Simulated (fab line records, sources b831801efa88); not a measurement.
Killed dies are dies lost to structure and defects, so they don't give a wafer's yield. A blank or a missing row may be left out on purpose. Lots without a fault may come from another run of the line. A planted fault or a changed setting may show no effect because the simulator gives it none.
A struck lot beside a sound one | flow sky130 | 43 steps out of a route of 708
Sound: wafers L543.2, L543.4, L543.5. Struck: wafers L553.4, L553.5, L553.6. The cause comes at the end.
At each step with rows: each side's tool, then ch and its chambers, then its first start. Under that, the readings that differ: sound wafers | struck wafers | difference of the means | sigmas: that difference in standard deviations of wafers without a fault.
alike: readings whose means differ by less than 2 such deviations, and words and numbers that are the same on both sides. not compared: withheld readings, readings that some wafer has no value for, bounds like >300 that may hide the same value, and numbers for which the record gives no deviation and whose values overlap.
The two part at a step that has a row with sigmas, a row that says differs or no value, or rows on one side only. Numbers that don't overlap but have no deviation are shown without sigmas and don't part them. A reading that every wafer of one side lacks parts them only if that side has two wafers or more.

SKY_VT_ADJUST_PCH_STRIP_09: strips in O2/N2.
  sound on plasma_asher-01 ch 0,1, day 12 22:04; struck on plasma_asher-03 ch 0,1, day 15 14:49
  alike: drypump_motor_current_A, oes_product_au, strip_time_to_endpoint_s
  not compared: rf_hours_counter_h
SKY_VT_ADJUST_PCH_TW_MEAS_10:
  sound on film_metro-03, day 12 22:11; struck on film_metro-03, day 15 14:55
  alike: VT_ADJUST_PCH_TW
then, 7 steps without rows for these wafers: SKY_SONOS_TUNNEL_DEHYDRATE_00 (time 60 s); SKY_SONOS_TUNNEL_HMDS_01 (prime time 60 s); SKY_SONOS_TUNNEL_COAT_02 (resist thk 1140 nm); SKY_SONOS_TUNNEL_SOFTBAKE_03 (time 60 s); SKY_SONOS_TUNNEL_EXPOSE_04 (exposes mask TUNM, target cd 410 nm); SKY_SONOS_TUNNEL_PEB_05; SKY_SONOS_TUNNEL_DEVELOP_06 (develop time 60 s).
SKY_SONOS_TUNNEL_CD_MEAS_07: target cd 410 nm.
  sound on cd_sem-02, day 13 23:43; struck on cd_sem-02, day 16 18:13
  alike: cd_nm
SKY_SONOS_TUNNEL_OVL_MEAS_08:
  sound on overlay-02, day 13 23:49; struck on overlay-01, day 16 18:17
  alike: SONOS_TUNNEL_OVL
then, 1 step without rows for these wafers: SKY_SONOS_TUNNEL_IMPLANT_09.
SKY_SONOS_TUNNEL_WET_ETCH_10: etches SiO2 in dHF, target depth 14 nm, time 280 s.
  sound on wet_bench-01 ch 2, day 14 00:00; struck on wet_bench-01 ch 1, day 16 18:28
then, 1 step without rows for these wafers: SKY_SONOS_TUNNEL_STRIP_11 (strips in SPM, time 600 s).
SKY_SONOS_TUNNEL_TW_MEAS_12:
  sound on film_metro-04, day 14 00:17; struck on film_metro-03, day 16 18:45
  reading         | sound             | struck            | difference | sigmas
  SONOS_TUNNEL_TW | 192.7 192.7 192.5 | 198.4 198.5 197.9 | +5.6       | +3
then, 2 steps without rows for these wafers: SKY_SONOS_TUNNEL_CLEAN_13 (cleans in dHF, time 20 s); SKY_SONOS_ONO_OXIDATION_00 (stabilise 600 s, purge 300 s, target thk 2.6 nm).
SKY_SONOS_ONO_THK_MEAS_01:
  sound on film_metro-02, day 14 02:28; struck on film_metro-04, day 16 20:38
  alike: SONOS_ONO_OXIDATION_THK
then, 1 step without rows for these wafers: SKY_SONOS_ONO_CVD_02 (deposits Si3N4 from DCS/NH3, target thk 10.5 nm, time 180 s).
SKY_SONOS_ONO_THK_MEAS_03:
  sound on film_metro-04, day 14 06:56; struck on film_metro-01, day 16 22:52
  alike: SONOS_ONO_CVD_02_THK
then, 1 step without rows for these wafers: SKY_SONOS_ONO_CVD_04 (deposits SiO2 from SiH4/N2O, target thk 5.7199 nm).
SKY_SONOS_ONO_THK_MEAS_05:
  sound on film_metro-04, day 14 08:14; struck on film_metro-04, day 17 00:10
  alike: SONOS_ONO_CVD_04_THK
then, 7 steps without rows for these wafers: SKY_SONOS_ONO_DEHYDRATE_06 (time 60 s); SKY_SONOS_ONO_HMDS_07 (prime time 60 s); SKY_SONOS_ONO_COAT_08 (resist thk 1140 nm); SKY_SONOS_ONO_SOFTBAKE_09 (time 60 s); SKY_SONOS_ONO_EXPOSE_10 (exposes mask ONOM, target cd 410 nm); SKY_SONOS_ONO_PEB_11; SKY_SONOS_ONO_DEVELOP_12 (develop time 60 s).
SKY_SONOS_ONO_CD_MEAS_13: target cd 410 nm.
  sound on cd_sem-01, day 15 10:40; struck on cd_sem-02, day 18 06:39
  alike: cd_nm
SKY_SONOS_ONO_OVL_MEAS_14:
  sound on overlay-01, day 15 10:46; struck on overlay-02, day 18 06:43
  alike: SONOS_ONO_OVL
SKY_SONOS_ONO_ETCH_15: etches the open film in CHF3/O2, target depth 19.52 nm, time 7.8 s.
  sound on rie_diel-03 ch 0,1,3, day 15 10:47; struck on rie_diel-04 ch 0,2,3, day 18 06:44
  alike: bias_w, drypump_motor_current_A, oes_product_au, throttle_valve_pct
  not compared: rf_hours_counter_h
then, 1 step without rows for these wafers: SKY_SONOS_ONO_WET_ETCH_16 (etches SiO2 in dHF, target depth 14 nm, time 280 s).
SKY_SONOS_ONO_STRIP_17: strips in O2/N2.
  sound on plasma_asher-04 ch 0,1, day 15 10:55; struck on plasma_asher-03 ch 0,1, day 18 06:53
  alike: drypump_motor_current_A, oes_product_au, strip_time_to_endpoint_s
  not compared: rf_hours_counter_h
then, 3 steps without rows for these wafers: SKY_SONOS_ONO_WET_ETCH_18 (etches Si3N4 in H3PO4, target depth 15 nm, time 172 s); SKY_GATE_OXIDE_CLEAN_00 (cleans in SC1/SC2, time 150 s); SKY_GATE_OXIDE_OXIDATION_01 (stabilise 600 s, purge 300 s, target thk 10.268 nm).
SKY_GATE_OXIDE_THK_MEAS_02:
  sound on film_metro-01, day 15 13:11; struck on film_metro-02, day 18 08:51
  alike: GATE_OXIDE_OXIDATION_00_THK
then, 4 steps without rows for these wafers: SKY_GATE_OXIDE_DEHYDRATE_03 (time 60 s); SKY_GATE_OXIDE_HMDS_04 (prime time 60 s); SKY_GATE_OXIDE_COAT_05 (resist thk 1140 nm); SKY_GATE_OXIDE_SOFTBAKE_06 (time 60 s).
-- the record jumps here: 31 days lie between the struck wafers' starts before and after (it left off in module GATE_OXIDE and takes up again in module PAD_OPEN, whose first step shown is number 708 of the route) --
SKY_PAD_OPEN_PROBE_99:
  sound on prober-02, day 47 15:24; struck on prober-02, day 49 17:25
  reading             | sound    | struck      | difference | sigmas
  killed_at_front_end | 11 12 6  | 58 63 63    | +52        | +13
  killed_dies         | 88 86 79 | 127 138 132 | +48        | +5
  alike: killed_at_M0_to_M3, killed_at_M4_up, killed_at_contacts, killed_at_other, killed_open, killed_short

WHERE THEY PART
First at SKY_SONOS_TUNNEL_TW_MEAS_12; last, within this record, at SKY_PAD_OPEN_PROBE_99.

WHY: what the simulator had put in
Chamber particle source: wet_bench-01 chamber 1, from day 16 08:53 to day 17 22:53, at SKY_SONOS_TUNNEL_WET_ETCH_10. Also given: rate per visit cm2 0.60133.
